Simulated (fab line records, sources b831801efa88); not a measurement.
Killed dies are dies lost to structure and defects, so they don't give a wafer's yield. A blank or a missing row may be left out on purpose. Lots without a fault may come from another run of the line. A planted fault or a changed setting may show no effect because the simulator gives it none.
fab line records | flow sky130
record lots=5 wafers=15 last_day=49
route steps=708 shown DNWELL@37 PWDE@45 PAD_OPEN@708
lots that met no fault: from a run of the same line without faults
start_h: hours from the record's first day to the start of the lot's first wafer shown | wait_h: hours since the lot's step before | " the same as in the row above | L1.1+2: a row that stands for several wafers | - no value, or no start given | * or withheld: withheld | < > ~ a bound
route shown NAME@n: a module of which the file shows steps, and the number in the route of the first | usual: mean/standard deviation of fault-free wafers | same: alike in all rows | chamber/n: place in a boat | sites: the reading at each site | _std_site: their standard deviation | _edge_site: outer sites' mean less inner sites' | radius_mm: how far each site lies from the wafer's centre | mask NAME#n: copy n | behind: the tool/chamber that last shaped the wafer | hold: why the lot was held/for how many hours/how that ended | device: the transistor (n, p or np) that didn't switch | end of line: the same wafers' tests at the end of the route | a step without rows: its recipe alone | killed: dies lost to structure and defects at the first sort, not the wafer's yield | map: a wafer's dies, x killed, . not, _ none there
set.NAME: the setting as run; set.NAME@STEP: as run at that earlier step | model.NAME: the simulator's own value behind a step, which no gauge read
lots at some steps of the route; a table a step, a row a wafer
services: from which hour (start_h, from the record's first day; less than 0 if before it) a tool's chamber was out of use, for how many hours, and why
## steps
# step SKY_DNWELL_COAT_02
# recipe spin_rpm=2000 resist_thk_nm=3000
# step SKY_DNWELL_SOFTBAKE_03
# recipe temp_c=110 time_s=withheld
# step SKY_DNWELL_EXPOSE_04
# recipe mask_id=DNM na=0.57 target_cd_nm=3000 dose_mj=222
# step SKY_DNWELL_PEB_05
# recipe temp_c=115 time_s=withheld
# step SKY_DNWELL_DEVELOP_06
# recipe wall_angle_deg=90 developer=TMAH develop_time_s=60 dev_temp_c=23
# step SKY_DNWELL_IMPLANT_07
# recipe species=P energy_kev=withheld dose_cm2=withheld tilt_deg=withheld
# step SKY_DNWELL_STRIP_08
# recipe chemistry=O2/N2 power_w=1400 pressure_mtorr=1500 platen_temp_c=withheld o2_flow_sccm=3000 n2_flow_sccm=300 overash_fraction=0.5
# usual drypump_motor_current_A=5.9/0.56 oes_product_au=0.723/0.0044 strip_time_to_endpoint_s=36.89/0.089
# columns lot.wafer tool chamber start_h wait_h drypump_motor_current_A oes_product_au rf_hours_counter_h strip_time_to_endpoint_s
L997.1 plasma_asher-03 1 72.86 0.1 5.9 0.718 36 36.96
L997.2 " 0 " " 6.3 0.722 36 36.81
L997.6 " 0 " " 6.3 0.717 - 36.95
L102.1 plasma_asher-01 1 95.96 0.1 6.7 0.716 42 36.90
L102.3 " 0 " " 5.6 0.714 - 36.92
L102.4 " 1 " " 6.7 0.721 - 36.83
L104.1 plasma_asher-03 1 107.26 0.1 5.9 0.725 41 36.86
L104.2 " 0 " " 6.3 0.724 41 36.92
L104.3 " 0 " " 6.3 0.722 - 36.79
L105.4 plasma_asher-01 1 116.16 0.1 6.7 0.720 - 36.99
L105.5 " 0 " " 5.6 0.719 - 36.96
L105.6 " 1 " " 6.7 0.725 - 36.89
L111.1 plasma_asher-02 0 143.36 0.1 6.0 0.729 47 37.03
L111.3 " 1 " " 5.0 0.723 - 36.91
L111.4 " 0 " " 6.0 0.712 - 36.93
# step SKY_DNWELL_TW_MEAS_09
# usual DNWELL_TW=1115/10
# columns lot.wafer tool chamber start_h wait_h DNWELL_TW
L997.1 film_metro-01 - 72.96 0.1 1102
L997.2 " - " " 1106
L997.6 " - " " 1106
L102.1 film_metro-03 - 96.06 0.1 1112
L102.3 " - " " 1106
L102.4 " - " " 1106
L104.1 film_metro-03 - 107.36 0.1 1110
L104.2 " - " " 1117
L104.3 " - " " 1109
L105.4 film_metro-03 - 116.26 0.1 1116
L105.5 " - " " 1120
L105.6 " - " " 1111
L111.1 film_metro-02 - 143.46 0.1 1127
L111.3 " - " " 1126
L111.4 " - " " 1121
# step SKY_PWDE_DEHYDRATE_00
# recipe temp_c=200 time_s=60
# step SKY_PWDE_HMDS_01
# recipe prime_time_s=60 prime_temp_c=120
# step SKY_PWDE_COAT_02
# recipe spin_rpm=2000 resist_thk_nm=3000
# step SKY_PWDE_SOFTBAKE_03
# recipe temp_c=110 time_s=withheld
# step SKY_PWDE_EXPOSE_04
# recipe mask_id=PWDEM na=0.6 source_shape=conventional sigma_outer=0.6 polarization=unpolarized target_cd_nm=840 dose_mj=214
# columns lot.wafer tool chamber start_h wait_h mask
L997.1+2+6 iline_stepper-01 0 81.67 - PWDEM_R1#0
L102.1+3+4 iline_stepper-01 0 104.35 - PWDEM#0
L104.1+2+3 iline_stepper-02 0 117.63 - PWDEM#0
L105.4+5+6 iline_stepper-01 0 125.19 - PWDEM#0
L111.1+3+4 iline_stepper-01 0 152.98 - PWDEM#0
# step SKY_PWDE_PEB_05
# recipe temp_c=115 time_s=withheld
# step SKY_PWDE_DEVELOP_06
# recipe wall_angle_deg=90 developer=TMAH develop_time_s=58.2 dev_temp_c=23
# columns lot.wafer tool chamber start_h wait_h model.PWDE.cd_nm
L997.1 litho_track-01 0 - - 960.9
L997.2 " 0 " " 959.2
L997.6 " 0 " " 958.6
L102.1 litho_track-04 0 - - 825.3
L102.3 " 0 " " 825
L102.4 " 0 " " 827.1
L104.1 litho_track-04 0 - - 836.6
L104.2 " 0 " " 838.1
L104.3 " 0 " " 837.2
L105.4 litho_track-04 0 - - 832.4
L105.5 " 0 " " 831.7
L105.6 " 0 " " 833.2
L111.1 litho_track-03 0 - - 835.1
L111.3 " 0 " " 832.3
L111.4 " 0 " " 833.1
# step SKY_PWDE_OVL_MEAS_07
# usual PWDE_OVL=-0.1/1.4
# columns lot.wafer tool chamber start_h wait_h PWDE_OVL[nm]
L997.1 overlay-02 - 89.80 - 1.1
L997.2 " - " " 1.3
L997.6 " - " " 1.1
L102.1 overlay-01 - 113.46 - 1.3
L102.3 " - " " 1.6
L102.4 " - " " 1.4
L104.1 overlay-02 - 126.36 - -1.7
L104.2 " - " " -0.7
L104.3 " - " " -0.9
L105.4 overlay-01 - 134.38 - -1.0
L105.5 " - " " -0.6
L105.6 " - " " -0.8
L111.1 overlay-02 - 162.91 - 0.5
L111.3 " - " " 0.0
L111.4 " - " " 0.7
# step SKY_PAD_OPEN_PROBE_99
# columns lot.wafer tool chamber start_h wait_h model.etest.res_p_drift_20v.line_ohm_um model.etest.res_p_drift_20v.width_nm
L997.1 prober-02 - 1098.93 0.1 1.007e+04 961.9
L997.2 prober-02 - 1098.98 0.1 1.078e+04 956.3
L997.6 prober-02 - 1099.18 0.2 1.027e+04 952.9
L102.1 prober-01 - 1122.59 0.1 1.087e+04 823.1
L102.3 prober-01 - 1122.69 0.2 1.156e+04 825.9
L102.4 prober-01 - 1122.74 0.2 1.107e+04 832.6
L104.1 prober-01 - 1138.68 0.1 1.098e+04 836.2
L104.2 prober-01 - 1138.73 0.1 1.079e+04 841.2
L104.3 prober-01 - 1138.78 0.2 1.097e+04 839.6
L105.4 prober-02 - 1145.43 0.2 1.132e+04 838.1
L105.5 prober-02 - 1145.48 0.2 1.145e+04 830.2
L105.6 prober-02 - 1145.53 0.2 1.102e+04 835.5
L111.1 prober-02 - 1168.48 0.1 1.094e+04 834.1
L111.3 prober-02 - 1168.58 0.2 1.061e+04 832.3
L111.4 prober-02 - 1168.63 0.2 1.112e+04 836.7
# killed by level:class
L102.1 VIA1:geometric_particle:open=12 LI_CONTACT:geometric_particle:open=8 CONTACT:geometric_particle:short=8 POLY_GATE:geometric_particle:short=7 CONTACT:geometric_particle:open=7 VIA3:geometric_particle:open=7 METAL2:geometric_particle:short=5 FIELD_ISO:geometric_particle:open=4
L102.3 CONTACT:geometric_particle:open=12 LI_CONTACT:geometric_particle:open=10 METAL1:geometric_particle:short=7 POLY_GATE:geometric_particle:open=7 VIA1:geometric_particle:short=7 METAL2:geometric_particle:short=7 VIA1:geometric_particle:open=6 VIA3:geometric_particle:open=6
L102.4 CONTACT:geometric_particle:open=15 VIA1:geometric_particle:open=11 CONTACT:geometric_particle:short=8 VIA3:geometric_particle:open=7 VIA1:geometric_particle:short=7 FIELD_ISO:geometric_particle:short=6 POLY_GATE:geometric_particle:short=6 LI_CONTACT:geometric_particle:open=5
L104.1 VIA1:geometric_particle:open=14 LOCAL_INTERCONNECT:geometric_particle:short=7 CONTACT:geometric_particle:open=6 VIA3:geometric_particle:open=6 METAL4:geometric_particle:short=5 VIA1:geometric_particle:short=5 CONTACT:geometric_particle:short=4 VIA2:geometric_particle:open=4
L104.2 VIA1:geometric_particle:open=13 POLY_GATE:geometric_particle:open=6 LI_CONTACT:geometric_particle:open=6 CONTACT:geometric_particle:open=6 METAL1:geometric_particle:short=6 VIA2:geometric_particle:open=6 VIA1:geometric_particle:short=4 VIA3:geometric_particle:open=4
L104.3 VIA1:geometric_particle:open=14 CONTACT:geometric_particle:open=10 VIA2:geometric_particle:open=8 LOCAL_INTERCONNECT:geometric_particle:short=8 LI_CONTACT:geometric_particle:open=7 VIA3:geometric_particle:open=7 FIELD_ISO:geometric_particle:short=6 METAL1:geometric_particle:short=6
L105.4 VIA1:geometric_particle:open=13 CONTACT:geometric_particle:open=11 VIA1:geometric_particle:short=7 VIA3:geometric_particle:open=7 METAL3:geometric_particle:short=6 FIELD_ISO:geometric_particle:short=4 POLY_GATE:geometric_particle:open=3 LI_CONTACT:geometric_particle:open=3
L105.5 VIA2:geometric_particle:open=9 POLY_GATE:geometric_particle:open=7 CONTACT:geometric_particle:short=7 CONTACT:geometric_particle:open=7 FIELD_ISO:geometric_particle:short=6 LI_CONTACT:geometric_particle:open=6 METAL2:geometric_particle:short=6 VIA3:geometric_particle:open=6
L105.6 LI_CONTACT:geometric_particle:open=9 CONTACT:geometric_particle:open=8 VIA1:geometric_particle:open=8 METAL3:geometric_particle:short=6 VIA2:geometric_particle:open=5 VIA1:geometric_particle:short=5 SPACER:geometric_particle:short=3 LI_CONTACT:geometric_particle:short=3
L111.1 CONTACT:geometric_particle:open=13 METAL2:geometric_particle:short=9 LI_CONTACT:geometric_particle:open=9 VIA1:geometric_particle:open=8 FIELD_ISO:geometric_particle:open=7 VIA2:geometric_particle:open=5 LI_CONTACT:geometric_particle:short=4 METAL1:geometric_particle:short=4
L111.3 CONTACT:geometric_particle:open=12 FIELD_ISO:geometric_particle:short=9 LI_CONTACT:geometric_particle:open=7 VIA1:geometric_particle:open=6 METAL1:geometric_particle:short=5 POLY_GATE:geometric_particle:short=5 VIA2:geometric_particle:open=5 POLY_GATE:geometric_particle:open=4
L111.4 LI_CONTACT:geometric_particle:open=13 VIA3:geometric_particle:open=12 VIA1:geometric_particle:open=11 CONTACT:geometric_particle:open=9 FIELD_ISO:geometric_particle:short=7 CONTACT:geometric_particle:short=7 METAL1:geometric_particle:short=6 VIA2:geometric_particle:open=5
## services
# columns tool chamber start_h hours kind
iline_stepper-01 - 56.19 0.8 pm
plasma_asher-02 - 78.01 5.1 repair
plasma_asher-03 - 108.75 9.0 pm
plasma_asher-03 0 108.75 9.0 vent_cycle
plasma_asher-03 1 108.75 9.0 vent_cycle
plasma_asher-03 0 117.75 - clean
plasma_asher-03 1 117.75 - clean
iline_stepper-02 - 120.89 8.9 pm
plasma_asher-03 - 134.32 4.6 repair
iline_stepper-02 - 139.32 4.3 pm
iline_stepper-01 - 143.65 1.7 pm
plasma_asher-02 - 157.40 0.4 repair
## key
first_sign step=SKY_PWDE_EXPOSE_04 reading=mask direction=changed
effect none on later readings
model_effect step=SKY_PWDE_DEVELOP_06 value=PWDE.cd_nm without=833.5 struck=959.5
model_effect step=SKY_PAD_OPEN_PROBE_99 value=etest.res_p_drift_20v.line_ohm_um without=1.194e+04 struck=1.037e+04
met_at SKY_PWDE_EXPOSE_04
struck_wafers L997.1,L997.2,L997.6
sort_left_out L997.1,L997.2,L997.6
tester_left_out L997
fault kind=wrong_mask tool=any chamber=- onset_h=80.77 steps=SKY_PWDE_EXPOSE_04 aux_copy=PWDEM_R1#0 cd_offset_nm=126 scope=struck_lots_only
# tester_left_out: of these lots the tester's yield and bins aren't shown, on N5 and GAA mostly nor the transistor test; their killed dies are dies lost to structure and defects alone, not to doping, threshold or leakage, so they don't give the yield
# sort_left_out: the simulated sort isn't trusted on such a fault, so these wafers' sort isn't shown, and their yield isn't known
